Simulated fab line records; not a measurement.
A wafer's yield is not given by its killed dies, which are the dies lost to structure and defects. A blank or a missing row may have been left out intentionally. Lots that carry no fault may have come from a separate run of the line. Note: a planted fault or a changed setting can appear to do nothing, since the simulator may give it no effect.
One fault through the eyes of 2 desks | flow gf180mcu | every desk sees just its own numbers, and what lay behind them comes last

== AT THE TOOL OWNER'S DESK: pvd sputter-04 ==
The tool's own readings at GF_M4_SPUTTER_02 (material AlCu, target thk 450 nm, time 23.9 s): means of the sampled wafers that have a number, for each lot that ran on this tool. Marked OUT: a lot whose mean sits more than 4 standard deviations from the usual mean, which makes it out of limits; the brackets give that distance.
Columns: A = throttle valve pct at GF_M4_SPUTTER_02, usual 29.9 %
lot  | first seen here | A
L149 | day 22 04:47    | 29.2
L151 | day 23 01:19    | 29.1
L153 | day 23 22:26    | 29.3
L158 | day 25 16:08    | 29.0
L161 | day 26 13:19    | 28.9
L172 | day 30 01:08    | 28.9
This desk's verdict: no lot among the 6 shows anything out of limits.

== AT THE METROLOGY DESK ==
Lot by lot, what the gauges showed, no matter which tool ran the lot: averages of those sampled wafers that carry a number. Marked OUT: a lot whose mean sits more than 4 standard deviations from the usual mean, which makes it out of limits; the brackets give that distance.
Columns: A = MIM_CVD_05_THK at GF_MIM_THK_MEAS_06, usual 43.0 nm
lot  | first seen here | A
L149 | day 24 05:25    | 43.2
L150 | day 24 19:59    | 42.8
L151 | day 25 00:16    | 43.1
L152 | day 25 07:52    | 43.2
L153 | day 25 20:05    | 42.4
L158 | day 27 13:13    | 42.4
L161 | day 28 08:55    | 43.3
L162 | day 28 18:05    | 42.5
L164 | day 29 05:39    | 43.7
L165 | day 29 11:59    | 43.2
L168 | day 30 10:40    | 43.4
L170 | day 30 18:04    | 42.6
L172 | day 31 16:16    | 42.9
This desk's verdict: no lot among the 13 shows anything out of limits.

== TAKEN TOGETHER ==
The desk of the tool owner found nothing out of limits.
At the metrology desk, nothing out of limits was observed.

== WHAT WAS PUT IN BY THE SIMULATOR ==
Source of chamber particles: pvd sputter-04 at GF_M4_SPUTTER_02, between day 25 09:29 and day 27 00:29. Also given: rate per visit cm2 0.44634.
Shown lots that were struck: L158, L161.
